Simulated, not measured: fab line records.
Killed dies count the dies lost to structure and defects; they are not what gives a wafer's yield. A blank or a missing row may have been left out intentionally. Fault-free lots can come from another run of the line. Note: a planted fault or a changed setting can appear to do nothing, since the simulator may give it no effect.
fab line records -- flow sky130
record lots=12, wafers=36, last_day=50
route steps=708 shown SD_P@330 SD_N@348 LOCAL_INTERCONNECT@387
lots untouched by any fault: they come from a run of this same line in which no faults occurred
start_h: hours from the record's opening day to when the first of the lot's shown wafers began -- wait_h: hours elapsed since this lot's preceding step -- " repeats the value in the row above -- L1.1+2: several wafers, shown together as one row -- - value missing, or start not given -- * or withheld: withheld -- < > ~ a bound
route shown NAME@n: NAME is a module with steps in the file, n the number in the route of the first one -- usual: mean/standard deviation taken from wafers without a fault -- same: alike in all rows -- chamber/n: place in a boat -- sites: readings site by site -- _std_site: their standard deviation -- _edge_site: inner sites' mean taken away from outer sites' mean -- radius_mm: for every site, how far away it sits from the centre of the wafer -- mask NAME#n: copy n -- behind: tool/chamber where the wafer was last shaped -- hold: cause of the lot's hold/its duration in hours/its outcome -- device: names the non-switching transistor (n, p or np) -- end of line: the same wafers' tests at the end of the route -- a step with no rows: only its recipe -- killed: not the wafer's yield, but the dies lost to structure and defects at the first sort -- map: per-die view of a wafer (x killed, . not killed, _ where there is no die)
set.NAME: the setting the step ran with; set.NAME@STEP: the setting that earlier step ran with -- model.NAME: the simulator's own value behind a step, which no gauge read
route steps across a sampled set of lots; one table per step, one row per wafer
services: the hour from which a tool's chamber was out of use, counted from the record's first day as start_h (under 0 if before that day), plus the number of hours and why
## steps
# step SKY_SD_P_STRIP_10
# recipe chemistry=O2/N2, power_w=1400, pressure_mtorr=1500, platen_temp_c=withheld, o2_flow_sccm=3000, n2_flow_sccm=300, overash_fraction=0.5
# usual drypump_motor_current_A=6.2/0.33, oes_product_au=0.618/0.0043, strip_time_to_endpoint_s=17.51/0.035
lot.wafer,tool,chamber,start_h,wait_h,drypump_motor_current_A,oes_product_au,rf_hours_counter_h,strip_time_to_endpoint_s
L787.1,plasma_asher-03,1,604.90,0.1,6.0,0.619,93,17.51
L787.5,plasma_asher-03,1,604.90,0.1,6.0,0.617,-,17.50
L787.6,plasma_asher-03,0,604.90,0.1,6.1,0.619,-,17.56
L789.3,plasma_asher-04,0,624.39,0.1,6.8,0.619,-,17.49
L789.5,plasma_asher-04,0,624.39,0.1,6.8,0.626,-,17.56
L789.6,plasma_asher-04,1,624.39,0.1,5.8,0.627,-,17.53
L791.2,plasma_asher-03,1,652.68,0.1,6.0,0.619,97,17.53
L791.3,plasma_asher-03,0,652.68,0.1,6.1,0.617,-,17.48
L791.4,plasma_asher-03,1,652.68,0.1,6.0,0.614,-,17.56
L793.1,plasma_asher-02,1,656.06,0.1,6.0,0.617,81,17.44
L793.2,plasma_asher-02,0,656.06,0.1,6.3,0.615,81,17.45
L793.4,plasma_asher-02,1,656.06,0.1,6.0,0.621,-,17.44
L794.2,plasma_asher-03,0,667.01,0.1,6.1,0.614,98,17.57
L794.4,plasma_asher-03,1,667.01,0.1,6.0,0.620,-,17.58
L794.6,plasma_asher-03,1,667.01,0.1,6.0,0.626,-,17.56
L795.4,plasma_asher-02,1,702.26,0.1,6.1,0.613,-,17.48
L795.5,plasma_asher-02,0,702.26,0.1,6.3,0.619,-,17.44
L795.6,plasma_asher-02,1,702.26,0.1,6.0,0.608,-,17.47
L797.1,plasma_asher-03,1,703.05,0.1,6.0,0.619,102,17.57
L797.3,plasma_asher-03,1,703.05,0.1,6.0,0.625,-,17.53
L797.5,plasma_asher-03,1,703.05,0.1,6.0,0.615,-,17.52
L798.1,plasma_asher-03,0,706.21,0.1,6.2,0.617,102,17.51
L798.2,plasma_asher-03,1,706.21,0.1,6.0,0.612,102,17.51
L798.4,plasma_asher-03,0,706.21,0.1,6.1,0.623,-,17.52
L804.1,plasma_asher-03,0,755.21,0.1,6.1,0.613,1,17.49
L804.4,plasma_asher-03,1,755.21,0.1,6.0,0.625,-,17.53
L804.5,plasma_asher-03,0,755.21,0.1,6.1,0.622,-,17.49
L806.1,plasma_asher-04,0,763.56,0.1,6.9,0.624,35,17.53
L806.2,plasma_asher-04,1,763.56,0.1,5.8,0.621,35,17.49
L806.3,plasma_asher-04,0,763.56,0.1,6.8,0.612,-,17.51
L807.2,plasma_asher-04,1,771.66,0.1,5.8,0.614,37,17.52
L807.3,plasma_asher-04,1,771.66,0.1,5.8,0.617,-,17.50
L807.4,plasma_asher-04,0,771.66,0.1,6.9,0.620,-,17.52
L808.2,plasma_asher-02,1,774.01,0.1,6.0,0.614,94,17.47
L808.5,plasma_asher-02,0,774.01,0.1,6.3,0.623,-,17.48
L808.6,plasma_asher-02,1,774.01,0.1,6.0,0.615,-,17.53
# step SKY_SD_N_DEVELOP_06
# recipe resist=NOVOLAK, developer=TMAH, develop_time_s=60, dev_temp_c=23
# usual developer_temp_C=23.00/0.12
lot.wafer,tool,chamber,start_h,wait_h,developer_temp_C
L787.1,litho_track-04,0,661.60,0.1,22.90
L787.5,litho_track-04,0,661.60,0.1,22.98
L787.6,litho_track-04,0,661.60,0.1,22.87
L789.3,litho_track-04,0,681.45,0.1,22.99
L789.5,litho_track-04,0,681.45,0.1,23.07
L789.6,litho_track-04,0,681.45,0.1,23.00
L791.2,litho_track-03,0,709.23,0.1,22.87
L791.3,litho_track-03,0,709.23,0.1,22.92
L791.4,litho_track-03,0,709.23,0.1,22.92
L793.1,litho_track-02,0,712.00,0.1,22.91
L793.2,litho_track-02,0,712.00,0.1,23.04
L793.4,litho_track-02,0,712.00,0.1,22.92
L794.2,litho_track-02,0,722.77,0.1,22.97
L794.4,litho_track-02,0,722.77,0.1,22.93
L794.6,litho_track-02,0,722.77,0.1,22.97
L795.4,litho_track-04,0,757.77,0.1,23.12
L795.5,litho_track-04,0,757.77,0.1,23.11
L795.6,litho_track-04,0,757.77,0.1,22.93
L797.1,litho_track-04,0,758.60,0.1,22.10
L797.3,litho_track-04,0,758.60,0.1,22.09
L797.5,litho_track-04,0,758.60,0.1,22.33
L798.1,litho_track-04,0,760.90,0.1,22.11
L798.2,litho_track-04,0,760.90,0.1,22.14
L798.4,litho_track-04,0,760.90,0.1,22.11
L804.1,litho_track-03,0,808.91,0.1,23.22
L804.4,litho_track-03,0,808.91,0.1,23.09
L804.5,litho_track-03,0,808.91,0.1,22.87
L806.1,litho_track-03,0,816.66,0.1,23.05
L806.2,litho_track-03,0,816.66,0.1,22.95
L806.3,litho_track-03,0,816.66,0.1,23.05
L807.2,litho_track-02,0,823.87,0.1,22.88
L807.3,litho_track-02,0,823.87,0.1,22.92
L807.4,litho_track-02,0,823.87,0.1,23.01
L808.2,litho_track-03,0,826.73,0.1,23.10
L808.5,litho_track-03,0,826.73,0.1,23.01
L808.6,litho_track-03,0,826.73,0.1,23.05
# step SKY_SD_N_RTA_14
# recipe temp_c=1075, time_s=2, idle_temp_c=650, ramp_up_c_per_s=150, ramp_down_c_per_s=90, ambient=N2
# usual lamp_power_pct=15.74/0.053, ramp_down_c_per_s=89.997/0.017, wafer_temp_C_max=1078.2/1.5
lot.wafer,tool,chamber,start_h,wait_h,lamp_power_pct,ramp_down_c_per_s,wafer_temp_C_max
L787.1,rtp_anneal-01,0,662.41,0.0,15.78,90.008,1076.8
L787.5,rtp_anneal-01,0,662.41,0.0,15.67,89.993,1081.7
L787.6,rtp_anneal-01,0,662.41,0.0,15.80,90.007,1077.1
L789.3,rtp_anneal-01,0,682.23,0.0,15.79,90.020,1079.4
L789.5,rtp_anneal-01,0,682.23,0.0,15.74,90.017,1075.1
L789.6,rtp_anneal-01,0,682.23,0.0,15.81,90.007,1075.0
L791.2,rtp_anneal-02,0,710.03,0.0,15.76,89.970,1077.2
L791.3,rtp_anneal-02,0,710.03,0.0,15.73,90.003,1077.5
L791.4,rtp_anneal-02,0,710.03,0.0,15.82,90.002,1080.1
L793.1,rtp_anneal-01,0,712.82,0.0,15.73,89.987,1076.7
L793.2,rtp_anneal-01,0,712.82,0.0,15.76,90.010,1078.8
L793.4,rtp_anneal-01,0,712.82,0.0,15.83,89.973,1077.7
L794.2,rtp_anneal-02,0,723.57,0.0,15.79,89.961,1077.8
L794.4,rtp_anneal-02,0,723.57,0.0,15.77,90.023,1079.2
L794.6,rtp_anneal-02,0,723.57,0.0,15.77,90.037,1075.6
L795.4,rtp_anneal-02,0,758.57,0.1,15.72,89.995,1080.7
L795.5,rtp_anneal-02,0,758.57,0.1,15.72,89.970,1077.3
L795.6,rtp_anneal-02,0,758.57,0.1,15.68,89.976,1078.6
L797.1,rtp_anneal-01,0,759.42,0.0,15.79,90.002,1078.7
L797.3,rtp_anneal-01,0,759.42,0.0,15.69,90.006,1077.2
L797.5,rtp_anneal-01,0,759.42,0.0,15.79,90.019,1078.5
L798.1,rtp_anneal-02,0,761.72,0.0,15.80,90.021,1076.2
L798.2,rtp_anneal-02,0,761.72,0.0,15.73,90.022,1079.9
L798.4,rtp_anneal-02,0,761.72,0.0,15.71,90.023,1078.9
L804.1,rtp_anneal-02,0,809.73,0.0,15.82,89.997,1078.9
L804.4,rtp_anneal-02,0,809.73,0.0,15.75,89.982,1078.9
L804.5,rtp_anneal-02,0,809.73,0.0,15.71,90.007,1077.6
L806.1,rtp_anneal-02,0,817.48,0.0,15.72,90.010,1077.2
L806.2,rtp_anneal-02,0,817.48,0.0,15.70,90.002,1077.5
L806.3,rtp_anneal-02,0,817.48,0.0,15.75,90.005,1078.1
L807.2,rtp_anneal-01,0,824.67,0.0,15.80,90.025,1076.7
L807.3,rtp_anneal-01,0,824.67,0.0,15.80,90.013,1078.0
L807.4,rtp_anneal-01,0,824.67,0.0,15.75,89.948,1075.8
L808.2,rtp_anneal-02,0,827.58,0.0,15.64,89.989,1078.8
L808.5,rtp_anneal-02,0,827.58,0.0,15.81,89.999,1076.8
L808.6,rtp_anneal-02,0,827.58,0.0,15.73,89.995,1075.7
# step SKY_LOCAL_INTERCONNECT_SPUTTER_00
# recipe material=TiN, target_thk_nm=100, temp_c=300, power_w=6500, time_s=83.3, chamber_pressure_pa=0.4
# usual substrate_temp_c=300.03/0.19, throttle_valve_pct=30.4/0.88
lot.wafer,tool,chamber,start_h,wait_h,substrate_temp_c,throttle_valve_pct
L787.1,pvd_sputter-04,-,692.92,0.2,300.07,31.4
L787.5,pvd_sputter-04,-,692.92,0.2,300.16,31.4
L787.6,pvd_sputter-04,-,692.92,0.2,300.14,28.3
L789.3,pvd_sputter-02,-,712.29,0.2,300.07,29.8
L789.5,pvd_sputter-02,-,712.29,0.2,300.03,30.5
L789.6,pvd_sputter-02,-,712.29,0.2,299.79,29.5
L791.2,pvd_sputter-01,-,739.97,0.2,300.11,30.9
L791.3,pvd_sputter-01,-,739.97,0.2,300.03,30.0
L791.4,pvd_sputter-01,-,739.97,0.2,300.00,29.2
L793.1,pvd_sputter-04,-,743.28,0.1,300.00,30.3
L793.2,pvd_sputter-04,-,743.28,0.1,299.66,31.6
L793.4,pvd_sputter-04,-,743.28,0.1,300.05,30.7
L794.2,pvd_sputter-04,-,753.07,0.1,299.79,31.2
L794.4,pvd_sputter-04,-,753.07,0.1,300.23,30.6
L794.6,pvd_sputter-04,-,753.07,0.1,299.63,28.1
L795.4,pvd_sputter-04,-,788.13,0.1,300.31,30.3
L795.5,pvd_sputter-04,-,788.13,0.1,299.90,30.5
L795.6,pvd_sputter-04,-,788.13,0.1,299.91,31.0
L797.1,pvd_sputter-02,-,788.74,0.2,299.98,29.9
L797.3,pvd_sputter-02,-,788.74,0.2,299.86,31.0
L797.5,pvd_sputter-02,-,788.74,0.2,300.15,31.1
L798.1,pvd_sputter-02,-,791.10,0.2,300.05,30.6
L798.2,pvd_sputter-02,-,791.10,0.2,299.81,30.8
L798.4,pvd_sputter-02,-,791.10,0.2,300.37,31.1
L804.1,pvd_sputter-02,-,838.63,0.1,300.01,30.9
L804.4,pvd_sputter-02,-,838.63,0.1,300.22,31.6
L804.5,pvd_sputter-02,-,838.63,0.1,300.01,29.5
L806.1,pvd_sputter-02,-,845.94,0.2,299.61,29.6
L806.2,pvd_sputter-02,-,845.94,0.2,299.94,31.2
L806.3,pvd_sputter-02,-,845.94,0.2,300.09,30.7
L807.2,pvd_sputter-04,-,853.66,0.2,300.24,28.0
L807.3,pvd_sputter-04,-,853.66,0.2,300.23,31.0
L807.4,pvd_sputter-04,-,853.66,0.2,299.94,30.4
L808.2,pvd_sputter-01,-,856.54,0.2,300.00,31.3
L808.5,pvd_sputter-01,-,856.54,0.2,300.13,30.0
L808.6,pvd_sputter-01,-,856.54,0.2,300.14,31.1
## services
tool,chamber,start_h,hours,kind
pvd_sputter-01,-,592.89,7.6,repair
plasma_asher-03,-,600.70,3.1,repair
pvd_sputter-02,-,606.92,2.1,repair
rtp_anneal-01,-,612.09,2.2,pm
pvd_sputter-01,-,626.92,0.6,repair
plasma_asher-03,-,645.60,4.1,pm
plasma_asher-02,-,648.25,0.5,repair
pvd_sputter-01,-,655.27,13.7,repair
pvd_sputter-04,-,657.21,5.6,repair
plasma_asher-04,-,665.30,2.0,repair
pvd_sputter-04,-,666.65,3.4,repair
plasma_asher-02,-,689.66,0.4,repair
pvd_sputter-02,-,692.42,0.7,repair
pvd_sputter-01,-,731.42,5.7,repair
plasma_asher-03,-,733.75,9.0,pm
plasma_asher-03,0,733.75,9.0,vent_cycle
plasma_asher-03,1,733.75,9.0,vent_cycle
rtp_anneal-02,-,734.06,3.6,pm
plasma_asher-03,0,742.75,-,clean
plasma_asher-03,1,742.75,-,clean
plasma_asher-03,-,762.65,24.4,repair
pvd_sputter-04,-,839.25,4.5,repair
pvd_sputter-02,-,848.07,10.6,repair
## key
first_sign step=SKY_SD_N_DEVELOP_06, reading=developer_temp_C, direction=down, sigmas=7.2, usual=*, struck=*
effect none on later readings
met_at SKY_SD_N_DEVELOP_06
struck_lots L797,L798
tester_left_out L797,L798
not_acting_at SKY_SD_P_STRIP_10,SKY_SD_N_RTA_14,SKY_LOCAL_INTERCONNECT_SPUTTER_00
onset_between 757.77 758.60
fault kind=process_parameter_drift, tool=litho_track-04, chamber=-, onset_h=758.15, steps=SKY_SD_N_DEVELOP_06, channel=dev_temp_c, offset=*, shape=step, end_h=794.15, acts_in=*, stated=*
# tester_left_out: of these lots the tester's yield and bins aren't shown, on N5 and GAA mostly nor the transistor test; their killed dies are dies lost to structure and defects alone, not to doping, threshold or leakage, so they don't give the yield
